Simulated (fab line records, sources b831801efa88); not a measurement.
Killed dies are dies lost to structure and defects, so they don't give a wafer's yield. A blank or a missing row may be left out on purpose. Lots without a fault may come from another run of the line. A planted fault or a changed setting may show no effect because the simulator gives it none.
One fault seen from 2 desks | flow gf180mcu | each desk has only its own numbers; what lay behind them comes last

THE METROLOGY DESK
What the gauges read, lot by lot, whatever tool the lot ran on: means of the sampled wafers that have a number. A lot is out of limits, marked OUT, if its mean lies more than 4 standard deviations from the usual mean; the brackets give that distance.
Columns: A = MVSD_TW at GF_MVSD_TW_MEAS_11, usual 1564; B = VT_IMPLANT_TW at GF_VT_IMPLANT_TW_MEAS_10, usual 565.1
lot  | first seen here | A    | B
L803 | day 4 22:23     | 1560 | 566.1
L804 | day 5 07:16     | 1567 | 569.2
L805 | day 5 09:21     | 1564 | 560.9
L807 | day 5 21:39     | 1568 | 564.3
L808 | day 6 01:27     | 1568 | 563.4
L809 | day 6 10:55     | 1565 | 562.8
L810 | day 6 14:38     | 1560 | 567.8
L811 | day 6 19:18     | 1579 | 564.0
L812 | day 7 02:51     | 1567 | 570.4
L813 | day 7 10:01     | 1568 | 564.4
L814 | day 7 14:22     | 1559 | 565.4
L817 | day 8 10:43     | 1576 | 562.1
L819 | day 8 18:04     | 1551 | 562.0
L823 | day 9 17:53     | 1562 | 563.9
This desk's finding: nothing out of limits on any of the 14 lots.

THE TOOL OWNER'S DESK: implanter-01
The tool's own readings at GF_LVPWELL_IMPLANT_09: means of the sampled wafers that have a number, for each lot that ran on this tool. A lot is out of limits, marked OUT, if its mean lies more than 4 standard deviations from the usual mean; the brackets give that distance.
Columns: A = beam_energy_keV at GF_LVPWELL_IMPLANT_09, usual 60.002; B = tilt_deg at GF_LVPWELL_IMPLANT_09, usual 0.001 degrees
lot  | first seen here | A                        | B
L803 | day 4 07:52     | 60.008                   | 0.000
L805 | day 4 18:29     | 60.001                   | -0.008
L810 | day 5 22:17     | 59.997                   | 0.018
L811 | day 6 03:48     | 60.006                   | -0.001
L812 | day 6 11:03     | 59.982                   | -0.005
L813 | day 6 17:57     | 55.537 (-99 or more) OUT | 0.005
L817 | day 7 17:29     | 55.511 (-99 or more) OUT | 0.005
This desk's finding: out of limits on L813, L817; first on L813, day 6 17:57 (beam_energy_keV at GF_LVPWELL_IMPLANT_09). In limits: L803, L805, L810, L811, L812.

PUT TOGETHER
The tool owner's desk could have raised an alarm at day 6 17:57, on L813, L817.
The metrology desk saw nothing out of limits.
The metrology desk has L813, L817 on record, within its limits.
Of the lots named, all ran GF_LVPWELL_IMPLANT_09 on implanter-01.

WHAT THE SIMULATOR HAD PUT IN
Process parameter drift: implanter-01, from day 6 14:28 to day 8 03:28, at GF_LVPWELL_IMPLANT_09. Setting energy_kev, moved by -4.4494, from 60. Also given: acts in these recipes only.
Lots struck among those shown: L813, L817.
Hours from the fault's start to each desk's first reading out of limits: the tool owner's desk, 3.
